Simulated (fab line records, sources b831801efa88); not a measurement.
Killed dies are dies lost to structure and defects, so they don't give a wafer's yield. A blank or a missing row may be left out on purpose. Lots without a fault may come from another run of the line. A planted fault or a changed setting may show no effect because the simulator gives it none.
Which tool did it? | flow gf180mcu | 14 lots, 42 wafers sampled, at 4 steps of a route of 602

WHAT THE GAUGES READ, wafer by wafer
GF_SAB_THK_MEAS_01. Usual: SAB_CVD_00_THK 50.0 nm, standard deviation 0.84.
lot  | measured     | on            | SAB_CVD_00_THK (nm) | flag
L153 | day 14 10:49 | film_metro-01 | 50.1 50.3 50.0      |
L155 | day 15 05:22 | film_metro-04 | 50.0 49.3 49.9      |
L156 | day 15 10:31 | film_metro-01 | 49.5 49.7 50.3      |
L157 | day 15 18:48 | film_metro-02 | 50.5 50.4 50.8      |
L158 | day 16 02:16 | film_metro-01 | 49.6 50.4 50.2      |
L159 | day 16 17:36 | film_metro-01 | 50.2 48.3 49.3      |
L160 | day 17 04:35 | film_metro-02 | 50.6 50.5 51.2      |
L168 | day 19 12:06 | film_metro-02 | 49.7 51.2 49.9      |
L169 | day 19 22:46 | film_metro-04 | 49.6 49.2 51.4      |
L170 | day 20 08:43 | film_metro-02 | 49.9 48.9 50.6      |
L171 | day 20 17:02 | film_metro-04 | 49.3 49.3 50.3      |
L172 | day 20 22:53 | film_metro-04 | 49.4 50.1 51.7      |
L174 | day 21 15:19 | film_metro-01 | 49.9 50.3 49.2      |
L176 | day 22 02:07 | film_metro-01 | 49.6 52.1 51.2      |

GF_SAB_CD_MEAS_09: target cd 420 nm. Usual: cd_nm 419.8 nm, standard deviation 2.3.
lot  | measured     | on        | cd_nm (nm)        | flag
L153 | day 15 07:50 | cd_sem-01 | 422.2 422.5 422.3 |
L155 | day 16 02:41 | cd_sem-02 | 419.2 423.1 419.2 |
L156 | day 16 08:23 | cd_sem-02 | 421.4 421.2 424.8 |
L157 | day 16 17:08 | cd_sem-01 | 419.6 420.4 421.3 |
L158 | day 17 00:44 | cd_sem-02 | 413.5 415.6 416.7 |
L159 | day 17 16:40 | cd_sem-01 | 419.7 418.7 418.1 |
L160 | day 18 03:52 | cd_sem-02 | 417.7 415.5 418.1 |
L168 | day 20 11:47 | cd_sem-01 | 422.3 423.6 426.2 |
L169 | day 20 22:53 | cd_sem-02 | 423.6 422.7 423.4 |
L170 | day 21 09:16 | cd_sem-01 | 420.3 417.9 418.5 |
L171 | day 21 17:11 | cd_sem-01 | 420.9 419.0 421.6 |
L172 | day 21 22:38 | cd_sem-02 | 422.9 423.1 420.9 |
L174 | day 22 14:32 | cd_sem-02 | 420.4 420.1 421.0 |
L176 | day 23 01:41 | cd_sem-01 | 418.5 417.8 419.6 |

GF_SALICIDE_RS_MEAS_04: measures by four-point-probe. Usual: SALICIDE_TIN_RS 16.4 ohm/sq, standard deviation 0.34.
lot  | measured     | on            | SALICIDE_TIN_RS (ohm/sq) | flag
L153 | day 15 08:26 | film_metro-04 | 16.6 16.1 16.2           |
L155 | day 16 03:26 | film_metro-03 | 16.8 16.7 16.7           |
L156 | day 16 08:57 | film_metro-01 | 16.9 16.9 16.7           |
L157 | day 16 17:44 | film_metro-01 | 17.0 16.2 16.1           |
L158 | day 17 01:23 | film_metro-03 | 16.9 16.1 16.8           |
L159 | day 17 17:13 | film_metro-01 | 17.1 16.3 16.4           |
L160 | day 18 04:37 | film_metro-03 | 8.3 8.5 8.6              | OFF
L168 | day 20 12:34 | film_metro-01 | 8.7 8.7 8.6              | OFF
L169 | day 20 23:27 | film_metro-04 | 16.8 16.8 16.3           |
L170 | day 21 09:49 | film_metro-04 | 16.2 16.2 16.4           |
L171 | day 21 17:45 | film_metro-04 | 16.3 16.2 16.3           |
L172 | day 21 23:12 | film_metro-04 | 17.0 16.3 16.7           |
L174 | day 22 15:05 | film_metro-04 | 16.2 16.2 16.1           |
L176 | day 23 02:14 | film_metro-01 | 16.3 16.3 16.6           |

WHICH TOOL RAN EACH LOT (tool, then ch and the chambers of the sampled wafers, then the start)
lot  | GF_SALICIDE_SPUTTER_02
L153 | pvd_sputter-01, day 15 08:22
L155 | pvd_sputter-01, day 16 03:22
L156 | pvd_sputter-03, day 16 08:52
L157 | pvd_sputter-03, day 16 17:41
L158 | pvd_sputter-03, day 17 01:13
L159 | pvd_sputter-01, day 17 17:10
L160 | pvd_sputter-01, day 18 04:22
L168 | pvd_sputter-01, day 20 12:19
L169 | pvd_sputter-02, day 20 23:22
L170 | pvd_sputter-02, day 21 09:44
L171 | pvd_sputter-02, day 21 17:41
L172 | pvd_sputter-01, day 21 23:09
L174 | pvd_sputter-01, day 22 14:59
L176 | pvd_sputter-02, day 23 02:08
- GF_SALICIDE_SPUTTER_02: material Co, target thk 10 nm, time 20 s.

WHAT THE TOOLS THEMSELVES READ (means of the sampled wafers that have a number; where no wafer has one, the mark that the record gives instead)
GF_SALICIDE_SPUTTER_02. Usual: throttle_valve_pct 30.2 %, standard deviation 1.2.
lot  | tool           | throttle_valve_pct (%) | flag
L153 | pvd_sputter-01 | 30.3                   |
L155 | pvd_sputter-01 | 29.5                   |
L156 | pvd_sputter-03 | 29.4                   |
L157 | pvd_sputter-03 | 30.2                   |
L158 | pvd_sputter-03 | 30.8                   |
L159 | pvd_sputter-01 | 29.9                   |
L160 | pvd_sputter-01 | 29.9                   |
L168 | pvd_sputter-01 | 31.0                   |
L169 | pvd_sputter-02 | 30.9                   |
L170 | pvd_sputter-02 | 30.9                   |
L171 | pvd_sputter-02 | 31.2                   |
L172 | pvd_sputter-01 | 29.7                   |
L174 | pvd_sputter-01 | 29.6                   |
L176 | pvd_sputter-02 | 31.0                   |

THE ANSWER, worked out from the rows above alone
Rule: a lot is off if the mean of its wafers that have a number lies more than 3 standard deviations from the usual mean. A lot without any number at a reading at which 4 lots or more have one is off too. The other lots that the step has rows for count as sound. The gauges are gone through in route order, then the tools' own readings, and for those a lot's mean is taken as printed above. The first step at which some lot is off is used, and at that step the reading that is off furthest; a lot without a number counts as furthest.
Off: L160, L168, at GF_SALICIDE_RS_MEAS_04 (SALICIDE_TIN_RS).
A tool fits if, at a process step before that reading, it ran every lot that is off, and no sound lot after the first of them. The gauges at GF_SALICIDE_RS_MEAS_04 are tried like those tools. None of those tried fits.

WHAT THE SIMULATOR HAD PUT IN
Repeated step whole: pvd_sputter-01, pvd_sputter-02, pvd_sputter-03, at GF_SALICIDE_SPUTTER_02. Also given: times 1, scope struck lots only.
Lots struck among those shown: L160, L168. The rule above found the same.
